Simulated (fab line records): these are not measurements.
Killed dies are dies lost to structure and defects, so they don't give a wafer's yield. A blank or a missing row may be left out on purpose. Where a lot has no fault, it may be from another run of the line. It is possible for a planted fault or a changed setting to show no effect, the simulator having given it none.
A struck lot beside a sound one | flow gf180mcu | 33 out of 602 route steps
Sound: wafers L394.2, L394.3, L394.4. The struck wafers were L397.4, L397.5, L397.6. The cause comes at the end.
At each step with rows: each side's tool, then ch and its chambers, then its first start. Under that, the readings that differ: sound wafers | struck wafers | difference of the means | sigmas: that difference in standard deviations of wafers without a fault.
alike: a reading whose means differ by less than 2 such deviations, as well as words and numbers matching on both sides. not compared: withheld readings; readings where some wafer has no value; bounds like >300 that might hide an equal value; numbers whose values overlap and for which the record gives no deviation.
The two part at a step that has a row with sigmas, a row that says differs or no value, or rows on one side only. Numbers that have no deviation but don't overlap get no sigmas and don't part them. A reading missing from all wafers of one side parts the sides only when that side holds two or more wafers.

first, 2 steps without rows for these wafers: GF_M1_PEB_12 (peb time 90 s); GF_M1_DEVELOP_13 (develop time 60 s).
GF_M1_CD_MEAS_14 targets a cd of 230 nm.
  sound: cdSem-02 at day 19 21:29; struck: cdSem-01 at day 21 03:32
  alike: cdNm
GF_M1_OVL_MEAS_15:
  sound: overlay-02 at day 19 21:36; struck: overlay-02 at day 21 03:37
  alike: M1_OVL
GF_M1_METAL_ETCH_16: etches the open film in Cl2/BCl3, stops on SiO2, target depth 627.5 nm, time 104.6 s.
  sound on rieMetal-01 ch 0,1, day 19 21:38; struck on rieMetal-01 ch 0,1, day 21 03:40
  alike: biasW, drypumpMotorCurrentA, oesProductAu, rfFwdPowerW, throttleValvePct
  not compared: rfHoursCounterH
then, 4 steps without rows for these wafers: GF_M1_STRIP_17 (strips in O2/N2); GF_M1_STRIP_18 (strips in post etch residue remover, time 1200 s); GF_M1_CLEAN_19 (cleans in DIW); GF_V1_CVD_00 (deposits SiO2, target thk 600 nm, time 102.3 s).
GF_V1_THK_MEAS_01:
  sound: filmMetro-02 at day 19 22:22; struck: filmMetro-03 at day 21 04:29
  alike: V1_CVD_00_THK
GF_V1_CVD_02: deposits SiO2 from TEOS, target thk 850 nm, time 94.851 s.
  sound on pecvd-02 ch 0,1,2, day 19 22:25; struck on pecvd-03 ch 0,1,2, day 21 04:34
  alike: heaterPowerOuterW, heaterPowerW, rfFwdPowerW
GF_V1_THK_MEAS_03:
  sound: filmMetro-04 at day 19 22:29; struck: filmMetro-02 at day 21 04:37
  alike: V1_CVD_02_THK
GF_V1_CMP_04: polishes SiO2.
  sound on cmp-02 ch 1,2,3, day 19 22:32; struck on cmp-01 ch 0,3, day 21 04:42
  no value came back on the struck wafers for edgeZonePressureFrac, headPressurePsi (psi), motorCurrentA (A), timeToEndpointS (s); on the sound wafers edgeZonePressureFrac reads 0.999 0.992 0.992
reading                            | sound             | struck            | difference | sigmas
model.SiO2_of_V1_CVD_02.thkNm (nm) | 632.6 631.2 632.4 | 844.1 857.2 842.9 | +216.0     | 
GF_V1_BOW_MEAS_05:
  sound: filmMetro-02 at day 19 22:52; struck: filmMetro-03 at day 21 05:01
  alike: V1_BOW
then, 8 steps without rows for these wafers: GF_V1_DEHYDRATE_06 (time 60 s); GF_V1_HMDS_07 (prime time 60 s); GF_V1_COAT_08; GF_V1_COAT_09 (resist thk 1000 nm); GF_V1_SOFTBAKE_10 (time 60 s); GF_V1_EXPOSE_11 (exposes mask Via1, target cd 260 nm); GF_V1_PEB_12 (peb time 90 s); GF_V1_DEVELOP_13 (develop time 60 s).
GF_V1_CD_MEAS_14 targets a cd of 260 nm.
  sound: cdSem-01 at day 20 23:17; struck: cdSem-02 at day 22 04:41
  alike: cdNm
GF_V1_OVL_MEAS_15:
  sound: overlay-02 at day 20 23:23; struck: overlay-02 at day 22 04:46
  alike: V1_OVL
GF_V1_ETCH_16: etches BARC in N2/H2.
  sound on rieDiel-03 ch 0,1,2, day 20 23:25; struck on rieDiel-02 ch 1,2, day 22 04:47
reading                  | sound       | struck      | difference | sigmas
drypumpMotorCurrentA (A) | 5.9 5.1 5.5 | 6.5 6.5 6.7 | +1.1       | +2
  alike: biasW, h2FlowSccm, oesProductAu, rfFwdPowerW, throttleValvePct
GF_V1_ETCH_17: etches SiO2 in C4F8/O2/Ar, stops on TiN, target depth 630 nm.
  sound on rieDiel-03 ch 0,1,2; struck on rieDiel-02 ch 1,2
reading                      | sound             | struck            | difference | sigmas
oesProductAu (a.u.)          | 0.852 0.859 0.855 | 1.626 1.620 1.624 | +0.768     | +99 or more
model.etch.depthNm (nm)      | 632.6 631.2 632.4 | 825.2 822.4 832.6 | +194.7     | 
model.V1.featureDepthNm (nm) | 632.9 631.5 632.7 | 825.2 822.4 832.6 | +194.4     | 
  alike: biasW, rfFwdPowerW
GF_V1_STRIP_18: strips in O2/N2.
  sound on plasmaAsher-04 ch 0,1, day 20 23:33; struck on plasmaAsher-04 ch 0,1, day 22 04:57
  alike: drypumpMotorCurrentA, heaterPowerW, oesProductAu
  not compared: rfHoursCounterH
then, 4 steps without rows for these wafers: GF_V1_STRIP_19 (strips in post etch residue remover, time 1200 s); GF_V1_CLEAN_20 (cleans in DIW); GF_V1_SPUTTER_21 (material Ti, target thk 15 nm, time 80.02 s); GF_V1_SPUTTER_22 (material TiN, target thk 10 nm, time 40 s).
GF_V1_CVD_23: deposits W, target thk 350 nm, time 105.05 s.
  sound on cvdW-01 ch 0,1, day 21 00:12; struck on cvdW-02 ch 0,1, day 22 05:35
  alike: heaterPowerOuterW, heaterPowerW
GF_V1_CMP_26: polishes, stops on SiO2, t overpolish 15 s, target thk 0 nm.
  sound on cmp-01 ch 1,2,3, day 21 00:29; struck on cmp-01 ch 0,2,3, day 22 05:56
reading                            | sound             | struck            | difference | sigmas
model.SiO2_of_V1_CVD_02.thkNm (nm) | 628.8 627.4 628.6 | 840.3 853.4 839.1 | +216.0     | 
  alike: edgeZonePressureFrac, headPressurePsi, motorCurrentA

== WHERE THEY PART ==
First at GF_V1_CMP_04; last, within this record, at GF_V1_ETCH_17. Later steps at which nothing parts them and some readings are alike: GF_V1_STRIP_18, GF_V1_CVD_23, GF_V1_CMP_26.

WHY: the cause the simulator had injected
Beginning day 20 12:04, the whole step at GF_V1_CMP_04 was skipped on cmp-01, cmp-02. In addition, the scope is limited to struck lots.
